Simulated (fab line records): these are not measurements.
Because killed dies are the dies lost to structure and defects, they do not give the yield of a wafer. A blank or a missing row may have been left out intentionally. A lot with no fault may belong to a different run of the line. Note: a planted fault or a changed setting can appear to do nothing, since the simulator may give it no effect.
A lot that was struck, set against a sound lot + flow gf180mcu + 30 steps out of a route of 602
Sound: the wafers L726.2, L726.5, L726.6. Struck: wafer L733.4 (left out: L733.2, L733.6 of the same lot, which were not struck); the cause appears at the end.
Order at every step that has rows: each side's tool, ch and its chambers, its first start. Under that, the readings that differ: sound wafers + struck wafers + difference of the means + sigmas: that difference in standard deviations of wafers without a fault.
alike: words and numbers the same on both sides, and readings whose means are apart by under 2 such deviations; not compared: readings that were withheld, readings missing a value for some wafer, numbers with overlapping values and no deviation given by the record, and bounds like >300 which may hide the same value.
Wherever a step has rows on one side only, a row that says differs or no value, or a row with sigmas, the two part there. Numbers that have no deviation but don't overlap get no sigmas and don't part them. A reading missing from all wafers of one side parts the sides only when that side holds two or more wafers.

first, 3 steps without rows for these wafers: GF_PSD_EXPOSE_04 (exposes mask Pplus, target cd 400 nm); GF_PSD_PEB_05; GF_PSD_DEVELOP_06 (develop time 60 s).
GF_PSD_CD_MEAS_07 targets a cd of 400 nm.
  sound: cdSem-02 at day 17 17:55; struck: cdSem-02 at day 20 08:01
| reading   | sound             | struck | difference | sigmas |
|-----------|-------------------|--------|------------|--------|
| cdNm (nm) | 397.3 398.4 399.3 | 404.3  | +6.0       | +3     |
GF_PSD_OVL_MEAS_08:
  sound: overlay-02 at day 17 18:02; struck: overlay-02 at day 20 08:08
  alike: PSD_OVL
after that, 1 step had no rows for these wafers: GF_PSD_IMPLANT_09.
GF_PSD_STRIP_10: strips in O2/N2.
  sound on plasmaAsher-02 ch 0,1, day 17 18:13; struck on plasmaAsher-02 ch 0, day 20 08:19
  alike: drypumpMotorCurrentA, heaterPowerW, oesProductAu, stripTimeToEndpointS
  not compared: rfHoursCounterH
GF_PSD_TW_MEAS_11:
  sound: filmMetro-02 at day 17 18:19; struck: filmMetro-03 at day 20 08:25
  alike: PSD_TW
then, 1 step without rows for these wafers: GF_PSD_CLEAN_12 (cleans in SC1/SC2, time 150 s).
GF_PSD_RTA_13: time 20 s.
  sound on rtpAnneal-02 ch 0, day 17 18:29; struck on rtpAnneal-02 ch 0, day 20 08:32
  alike: lampPowerPct, wafer_temp_C_max
GF_PSD_RS_MEAS_14: the measuring method here is four-point-probe.
  sound: filmMetro-04 at day 17 18:34; struck: filmMetro-02 at day 20 08:37
  alike: NSD_RS
GF_PSD_RS_MEAS_15: the measuring method here is four-point-probe.
  sound: filmMetro-04 at day 17 18:41; struck: filmMetro-02 at day 20 08:44
  alike: PSD_RS
GF_SAB_CVD_00: deposits SiO2 from TEOS, target thk 50 nm, time 4.9302 s.
  sound on pecvd-03 ch 0,2, day 17 18:47; struck on pecvd-01 ch 1, day 20 08:50
| reading                             | sound          | struck | difference | sigmas |
|-------------------------------------|----------------|--------|------------|--------|
| model.SiO2_of_SAB_CVD_00.thkNm (nm) | 48.65 50 49.43 | 44.69  | -4.67      |        |
  alike: heaterPowerW
GF_SAB_THK_MEAS_01:
  sound: filmMetro-03 at day 17 18:50; struck: filmMetro-01 at day 20 08:53
| reading             | sound          | struck | difference | sigmas |
|---------------------|----------------|--------|------------|--------|
| SAB_CVD_00_THK (nm) | 48.6 50.0 49.4 | 44.7   | -4.6       | -7     |
then, 7 steps without rows for these wafers: GF_SAB_DEHYDRATE_02 (time 60 s); GF_SAB_HMDS_03 (prime time 60 s); GF_SAB_COAT_04 (resist thk 1000 nm); GF_SAB_SOFTBAKE_05 (time 60 s); GF_SAB_EXPOSE_06 (exposes mask SAB, target cd 420 nm); GF_SAB_PEB_07; GF_SAB_DEVELOP_08 (develop time 60 s).
GF_SAB_CD_MEAS_09 targets a cd of 420 nm.
  sound: cdSem-01 at day 18 19:01; struck: cdSem-02 at day 21 07:52
  alike: cdNm
GF_SAB_OVL_MEAS_10:
  sound: overlay-02 at day 18 19:08; struck: overlay-01 at day 21 07:58
| reading      | sound          | struck | difference | sigmas |
|--------------|----------------|--------|------------|--------|
| SAB_OVL (nm) | -0.7 -1.5 -1.4 | 1.8    | +3.0       | +2     |
GF_SAB_ETCH_11: etches SiO2 in C4F8/O2/Ar, target depth 55 nm, time 8.5 s.
  sound on rieDiel-03 ch 0,1, day 18 19:10; struck on rieDiel-02 ch 3, day 21 08:00
  alike: oesProductAu
  not compared: rfHoursCounterH
then, 1 step without rows for these wafers: GF_SAB_WET_ETCH_12 (etches SiO2 in dHF, target depth 22 nm, time 440 s).
GF_SAB_STRIP_13: strips in O2/N2.
  sound on plasmaAsher-02 ch 0,1, day 18 19:19; struck on plasmaAsher-02 ch 1, day 21 08:10
  alike: drypumpMotorCurrentA, heaterPowerW, oesProductAu, stripTimeToEndpointS
  not compared: rfHoursCounterH
then, 1 step without rows for these wafers: GF_SALICIDE_CLEAN_00 (cleans in SC1/SC2, time 150 s).
GF_SALICIDE_WET_ETCH_01: etches SiO2 in dHF, target depth 5 nm, time 100 s.
  sound on wetBench-02 ch 1, day 18 19:28; struck on wetBench-02 ch 1, day 21 08:20
| reading                             | sound            | struck | difference | sigmas |
|-------------------------------------|------------------|--------|------------|--------|
| model.SiO2_of_SAB_CVD_00.thkNm (nm) | 38.03 39.35 38.8 | 34.05  | -4.68      |        |
GF_SALICIDE_SPUTTER_02: material Co, target thk 10 nm, time 20 s.
  sound: pvdSputter-03 at day 18 19:29; struck: pvdSputter-01 at day 21 08:22
| reading              | sound          | struck | difference | sigmas |
|----------------------|----------------|--------|------------|--------|
| throttleValvePct (%) | 30.7 31.5 29.6 | 28.1   | -2.5       | -3     |
-- the record jumps here: 12 days lie between the struck wafers' starts before and after (it left off in module SALICIDE and takes up again in module PASSIVATION, whose first step shown is number 602 of the route) --
GF_PASSIVATION_PROBE_99:
  record: rows for the struck wafers here (prober-01, day 33 16:34), none for the sound ones

== WHERE THEY PART ==
At GF_PSD_CD_MEAS_07 first; at GF_PASSIVATION_PROBE_99 last (within this record only).

WHY: the cause the simulator had injected
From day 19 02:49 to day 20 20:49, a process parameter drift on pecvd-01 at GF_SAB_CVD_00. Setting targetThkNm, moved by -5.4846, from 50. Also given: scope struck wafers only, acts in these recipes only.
